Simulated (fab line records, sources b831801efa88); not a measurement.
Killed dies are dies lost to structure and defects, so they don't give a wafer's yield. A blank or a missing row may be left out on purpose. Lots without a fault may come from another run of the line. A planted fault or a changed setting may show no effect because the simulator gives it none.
Problem report in the 8D (eight disciplines) form, filled by code | flow gf180mcu | the parts of the form that need people (team, actions taken, sign-off) are left out

1. THE PROBLEM
CONTACT_W_RS at GF_CONTACT_RS_MEAS_25 reads a mean of 0.441 ohm/sq on 6 wafers of 2 lots; wafers without a fault read 0.382 ohm/sq with a standard deviation of 0.005. That is +12 standard deviations from the usual mean.
The step: measures by four-point-probe.
First seen on wafer L277.2, day 21 06:29, on film_metro-04. The record holds 36 wafers of 12 lots with a number at this step. Rule for "out", or "out of limits": more than 4 standard deviations from the usual mean. The other wafers with a number count as sound.

2. WHAT IT IS AND WHAT IT IS NOT
question                    | is                     | is not
which readings at this step | CONTACT_W_RS           | -
which lots                  | L277, L278             | L266, L268, L270, L273, L274, L276, L281, L284, L285, L286
which wafers of those lots  | all that have a number | -
read on which gauges        | film_metro-04          | film_metro-01, film_metro-02
when                        | from day 21 06:29      | up to then (18 sound wafers); but 12 sound wafers of L281, L284, L285, L286 came after

3. SUSPECTS, AND WHAT RULES EACH OUT
Counting: a tool at a process step up to the reading stays a suspect if it ran every lot that is out and no sound lot after the first of them.
- the gauge at GF_CONTACT_RS_MEAS_25: ruled out. All the wafers that are out were read on film_metro-04, but those of them that GF_CONTACT_CVD_24 has rows for are out there too, on other tools.
- cvd_w-02 at GF_CONTACT_CVD_24 (deposits W, target thk 300 nm, time 90.339 s): kept. It ran every lot that is out, first L277 (day 21 06:22), and no sound lot after that; its last sound lot up to then is L276 (day 21 02:59). Its own readings are out on those wafers: susceptor_temp_C.
Left after counting: cvd_w-02 at GF_CONTACT_CVD_24.

4. THE CAUSE (what the simulator had put in)
Process parameter drift: cvd_w-02, from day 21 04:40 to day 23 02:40, at GF_CONTACT_CVD_24. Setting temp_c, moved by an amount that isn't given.
Counting left only this tool.

5. THE CHAIN OF EFFECTS, in route order
Each row: a reading whose mean over the struck wafers that have a number lies more than 3 standard deviations from the usual. Only readings for which the record gives a usual standard deviation are gone through. hours: the time from each lot's start at the first step in this table that gives one to its start at this step, as a median over the lots. sigmas: the change in usual standard deviations.
hours | step                   | reading          | usual        | on struck wafers | change | sigmas
0     | GF_CONTACT_CVD_24      | susceptor_temp_C | 399.98 C     | 392.18           | -7.80  | -35
0     | GF_CONTACT_RS_MEAS_25  | CONTACT_W_RS     | 0.382 ohm/sq | 0.441            | +0.059 | +12
0     | GF_CONTACT_THK_MEAS_26 | CONTACT_W_THK    | 296 nm       | 258              | -38    | -9.1
The process steps in it:
- GF_CONTACT_CVD_24: deposits W, target thk 300 nm, time 90.339 s.
Later measuring or inspecting steps at which every struck wafer that the step has a row for has a number for every such reading, and none has moved that far: GF_M3_OVL_MEAS_15.

6. WHAT WOULD HAVE CAUGHT IT SOONER
In this record the first reading out of limits at a measuring or inspecting step was taken at day 21 06:29, 2 hours after the fault began at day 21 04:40.
The tool's own readings at GF_CONTACT_CVD_24 were out on every struck wafer that the step has a row for (susceptor_temp_C): an alarm limit on them would have fired on the first of those.
Of the lots that are out (2), L278 began GF_CONTACT_CVD_24 on cvd_w-02 after day 21 06:29. A hold on the tool at that time would have spared it.
